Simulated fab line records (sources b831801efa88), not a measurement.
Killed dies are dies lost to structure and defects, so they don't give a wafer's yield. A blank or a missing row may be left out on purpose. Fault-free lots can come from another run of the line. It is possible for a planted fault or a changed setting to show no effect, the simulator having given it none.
Which tool is to blame? :: flow gf180mcu :: 7 lots, 19 wafers sampled, at 1 step of a route of 602

== WHAT EACH GAUGE READ, for each wafer ==
GF_V1_THK_MEAS_01.
lot: L866
measured: day 17 07:55
on: filmMetro-02
V1_CVD_00_THK (nm): 603 592 598

lot: L868
measured: day 18 04:21
on: filmMetro-02
V1_CVD_00_THK (nm): 601 606 599

lot: L871
measured: day 19 05:31
on: filmMetro-02
V1_CVD_00_THK (nm): 581

lot: L876
measured: day 21 12:46
on: filmMetro-03
V1_CVD_00_THK (nm): 594 596 595

lot: L881
measured: day 23 00:56
on: filmMetro-03
V1_CVD_00_THK (nm): 595 586 601

lot: L883
measured: day 23 18:56
on: filmMetro-02
V1_CVD_00_THK (nm): 607 606 600

lot: L888
measured: day 25 08:53
on: filmMetro-01
V1_CVD_00_THK (nm): 598 618 610

== EACH LOT AND THE TOOL THAT RAN IT (in order: tool; ch and the chambers of the sampled wafers; start) ==
Record: no process step prior to these readings.

== THE ANSWER, worked out from the rows above alone ==
Rule: the usual values come from the lots themselves. The widest of any qualifying gaps counts: lots, ordered by their means at a reading, are off when they make up no more than a third of the lots, leave a main group of 4 or more, and stand apart from it by 3 or more times the standard deviation of that group's means. A main group whose means are all the same, to the digits that the tables above print for the reading, isn't used. A lot without any number at a reading at which 4 lots or more have one is off too. Where the step has rows for the other lots, those lots are counted as sound.
Across all readings shown, no lot is off: no conclusion can be drawn from this.

== WHAT HAD BEEN PUT IN BY THE SIMULATOR ==
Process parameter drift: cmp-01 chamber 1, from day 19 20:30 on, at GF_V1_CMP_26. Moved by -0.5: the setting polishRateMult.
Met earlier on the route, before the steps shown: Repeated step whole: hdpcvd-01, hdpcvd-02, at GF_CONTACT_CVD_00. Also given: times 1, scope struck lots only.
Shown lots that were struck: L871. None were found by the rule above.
